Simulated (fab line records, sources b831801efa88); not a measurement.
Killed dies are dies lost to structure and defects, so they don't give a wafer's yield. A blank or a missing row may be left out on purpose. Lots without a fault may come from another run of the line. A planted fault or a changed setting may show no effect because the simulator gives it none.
One fault seen from 2 desks | flow gf180mcu | each desk has only its own numbers; what lay behind them comes last

THE TOOL OWNER'S DESK: wet_bench-04
The tool's own readings at GF_SAB_WET_ETCH_12 (etches SiO2 in dHF, target depth 22 nm, time 440 s): means of the sampled wafers that have a number, for each lot that ran on this tool. A lot is out of limits, marked OUT, if its mean lies more than 4 standard deviations from the usual mean; the brackets give that distance.
Columns: A = run_length_s at GF_SAB_WET_ETCH_12, usual 468 s
lot  | first seen here | A
L858 | day 15 21:50    | 464
L859 | day 16 07:20    | 474
L866 | day 19 06:52    | 474
L867 | day 19 16:01    | 467
L871 | day 21 09:35    | 512 (+14) OUT
This desk's finding: out of limits on L871; first on L871, day 21 09:35 (run_length_s at GF_SAB_WET_ETCH_12). In limits: L858, L859, L866, L867.

THE METROLOGY DESK
What the gauges read, lot by lot, whatever tool the lot ran on: means of the sampled wafers that have a number. A lot is out of limits, marked OUT, if its mean lies more than 4 standard deviations from the usual mean; the brackets give that distance.
Columns: A = cd_nm at GF_PSD_CD_MEAS_07, usual 400.3 nm; B = cd_nm at GF_SAB_CD_MEAS_09, usual 420.5 nm
lot  | first seen here | A     | B
L855 | day 14 00:25    | 400.3 | 421.6
L856 | day 14 06:38    | 401.7 | 420.3
L858 | day 14 22:56    | 398.7 | 420.8
L859 | day 15 08:25    | 401.7 | 420.3
L862 | day 16 21:44    | 401.3 | 418.2
L863 | day 17 03:26    | 402.6 | 418.4
L864 | day 17 12:02    | 397.0 | 417.8
L865 | day 17 20:31    | 398.1 | 420.1
L866 | day 18 06:40    | 400.8 | 420.2
L867 | day 18 14:44    | 397.3 | 423.9
L871 | day 20 08:47    | 400.9 | 421.0
L878 | day 22 02:44    | 402.1 | 423.5
L877 | day 22 06:20    | 401.3 | 423.6
This desk's finding: nothing out of limits on any of the 13 lots.

PUT TOGETHER
The tool owner's desk could have raised an alarm at day 21 09:35, on L871.
The metrology desk saw nothing out of limits.
The metrology desk has L871 on record, within its limits.
Of the lots named, all ran GF_SAB_WET_ETCH_12 on wet_bench-04.

WHAT THE SIMULATOR HAD PUT IN
Process parameter drift: wet_bench-04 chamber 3, from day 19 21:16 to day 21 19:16, at GF_SAB_WET_ETCH_12. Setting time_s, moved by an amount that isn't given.
Lots struck among those shown: L871.
Hours from the fault's start to each desk's first reading out of limits: the tool owner's desk, 36.
